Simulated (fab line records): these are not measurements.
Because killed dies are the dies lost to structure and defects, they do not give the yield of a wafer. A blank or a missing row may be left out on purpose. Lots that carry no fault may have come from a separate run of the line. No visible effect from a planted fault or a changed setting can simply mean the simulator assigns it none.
What tool caused it? ; flow sfq_line ; Sampling: 13 lots, 39 wafers, 4 of 325 route steps

WHAT THE GAUGES SHOWED, per wafer
SFQ_I4_BOW_MEAS_927.
lot;measured;on;I4_BOW (um)
L732;day 56 21:04;film_metro-04;15 13 14
L733;day 57 05:17;film_metro-01;6 -4 4
L734;day 57 10:05;film_metro-01;5 6 8
L736;day 58 10:07;film_metro-04;1 2 8
L738;day 58 19:05;film_metro-01;-2 -15 3
L742;day 60 07:55;film_metro-02;0 7 7
L747;day 62 00:44;film_metro-01;15 9 3
L749;day 62 11:07;film_metro-04;9 5 18
L750;day 62 15:52;film_metro-02;4 5 3
L751;day 62 20:43;film_metro-01;-6 4 -7
L752;day 63 01:46;film_metro-01;-3 8 -3
L753;day 63 08:40;film_metro-04;-15 -20 -12
L754;day 63 19:31;film_metro-02;1 -4 9

EACH LOT AND THE TOOL THAT RAN IT (in order: tool; ch and the chambers of the sampled wafers; start)
lot;SFQ_TRILAYER_I1_CMP_CMP_046;SFQ_TRILAYER_I1_METRO_MEASURE_047;SFQ_TRILAYER_I1_VIA_ETCH_VIA_ETCH_052
L732;cmp-01 ch 1,3, day 18 21:31;film_metro-04, day 19 00:38;rie_diel-04 ch 0,1,3, day 25 21:19
L733;cmp-02 ch 0,1,3, day 19 04:07;film_metro-03, day 19 07:14;rie_diel-03 ch 0,2,3, day 26 00:55
L734;cmp-02 ch 1,3, day 19 07:07;film_metro-03, day 19 10:14;rie_diel-01 ch 1,2, day 26 05:43
L736;cmp-02 ch 0,1,2, day 21 07:33;film_metro-04, day 21 10:22;rie_diel-04 ch 0,1,2, day 27 22:38
L738;cmp-01 ch 1,2,3, day 21 18:15;film_metro-04, day 21 21:22;rie_diel-01 ch 0,1,2, day 28 11:58
L742;cmp-02 ch 0,1,2, day 23 07:47;film_metro-03, day 23 10:54;rie_diel-01 ch 0,1,3, day 29 22:53
L747;cmp-01 ch 0,1, day 25 08:25;film_metro-02, day 25 11:02;rie_diel-04 ch 2,3, day 31 21:10
L749;cmp-01 ch 0,2,3, day 27 15:02;film_metro-04, day 27 17:33;rie_diel-04 ch 0,1,2, day 34 01:57
L750;cmp-01 ch 0,2,3, day 30 04:31;film_metro-03, day 30 06:38;rie_diel-03 ch 0,1,3, day 37 01:08
L751;cmp-02 ch 0,1,2, day 33 03:27;film_metro-03, day 33 06:28;rie_diel-03 ch 1,2,3, day 39 18:02
L752;cmp-02 ch 0,3, day 33 12:27;film_metro-02, day 33 15:28;rie_diel-04 ch 0,3, day 40 00:02
L753;cmp-01 ch 0,1,3, day 34 00:21;film_metro-03, day 34 02:58;rie_diel-04 ch 0,2, day 40 09:38
L754;cmp-01 ch 0,1, day 34 19:16;film_metro-03, day 34 21:53;rie_diel-03 ch 0,1,2, day 41 02:26
- SFQ_TRILAYER_I1_CMP_CMP_046: polishes SiO2.
- SFQ_TRILAYER_I1_METRO_MEASURE_047
- SFQ_TRILAYER_I1_VIA_ETCH_VIA_ETCH_052: etches SiO2 in CHF3, stops on Nb, target depth 260 nm.

WHAT THE TOOLS THEMSELVES READ (means of the sampled wafers that have a number; where no wafer has one, the mark that the record gives instead)
SFQ_TRILAYER_I1_CMP_CMP_046.
lot;tool;head_pressure_psi (psi);motor_current_A (A);slurry_filter_dp_kPa (kPa);time_to_endpoint_s (s)
L732;cmp-01;3.010;9.9;13.47;211
L733;cmp-02;3.006;9.9;13.51;210
L734;cmp-02;3.001;10.6;13.44;225
L736;cmp-02;3.002;9.6;13.42;207
L738;cmp-01;3.010;10.4;13.42;204
L742;cmp-02;2.992;10.2;13.54;199
L747;cmp-01;2.994;10.0;13.50;210
L749;cmp-01;3.004;10.3;13.43;220
L750;cmp-01;3.006;10.7;13.64;208
L751;cmp-02;3.003;9.8;13.65;202
L752;cmp-02;3.006;10.8;13.40;207
L753;cmp-01;3.003;9.9;13.54;213
L754;cmp-01;2.997;10.0;13.52;214

SFQ_TRILAYER_I1_METRO_MEASURE_047.
lot;tool;thk_nm (nm)
L732;film_metro-04;199.7
L733;film_metro-03;199.2
L734;film_metro-03;199.9
L736;film_metro-04;199.9
L738;film_metro-04;197.9
L742;film_metro-03;203.4
L747;film_metro-02;199.3
L749;film_metro-04;200.4
L750;film_metro-03;198.7
L751;film_metro-03;198.0
L752;film_metro-02;200.5
L753;film_metro-03;200.7
L754;film_metro-03;199.8

SFQ_TRILAYER_I1_VIA_ETCH_VIA_ETCH_052.
lot;tool;drypump_motor_current_A (A);oes_product_au (a.u.)
L732;rie_diel-04;5.6;0.851
L733;rie_diel-03;5.3;0.854
L734;rie_diel-01;5.9;0.852
L736;rie_diel-04;5.5;0.851
L738;rie_diel-01;5.9;0.854
L742;rie_diel-01;5.6;0.860
L747;rie_diel-04;5.5;0.855
L749;rie_diel-04;5.5;0.849
L750;rie_diel-03;5.2;0.852
L751;rie_diel-03;5.1;0.854
L752;rie_diel-04;5.7;0.854
L753;rie_diel-04;5.7;0.857
L754;rie_diel-03;5.1;0.856

THE ANSWER, worked out from the rows above alone
Rule: the lots themselves supply what counts as usual. Put in order of their means at a reading, lots are off if they are a third of the lots or fewer, leave a main group of 4 or more, and stand apart from it by a gap of 3 or more times the standard deviation of the main group's means; of several such gaps the widest counts. A main group whose means are all the same, to the digits that the tables above print for the reading, isn't used. A lot without any number at a reading at which 4 lots or more have one is off too. All remaining lots with rows at the step are treated as sound. First the gauges in route order, then the tools' own readings, where a lot's mean is used as printed above. The first step at which some lot is off is used, and at that step the reading that is off furthest; a lot without a number counts as furthest.
Off: L742 (SFQ_TRILAYER_I1_METRO_MEASURE_047, thk_nm). Main group: mean 199.5 nm, sd 0.88.
A tool fits if, at that step or a process step before it, it ran every lot that is off, and no sound lot after the first of them. Not one of the candidates tried fits.

WHAT THE SIMULATOR HAD INSERTED
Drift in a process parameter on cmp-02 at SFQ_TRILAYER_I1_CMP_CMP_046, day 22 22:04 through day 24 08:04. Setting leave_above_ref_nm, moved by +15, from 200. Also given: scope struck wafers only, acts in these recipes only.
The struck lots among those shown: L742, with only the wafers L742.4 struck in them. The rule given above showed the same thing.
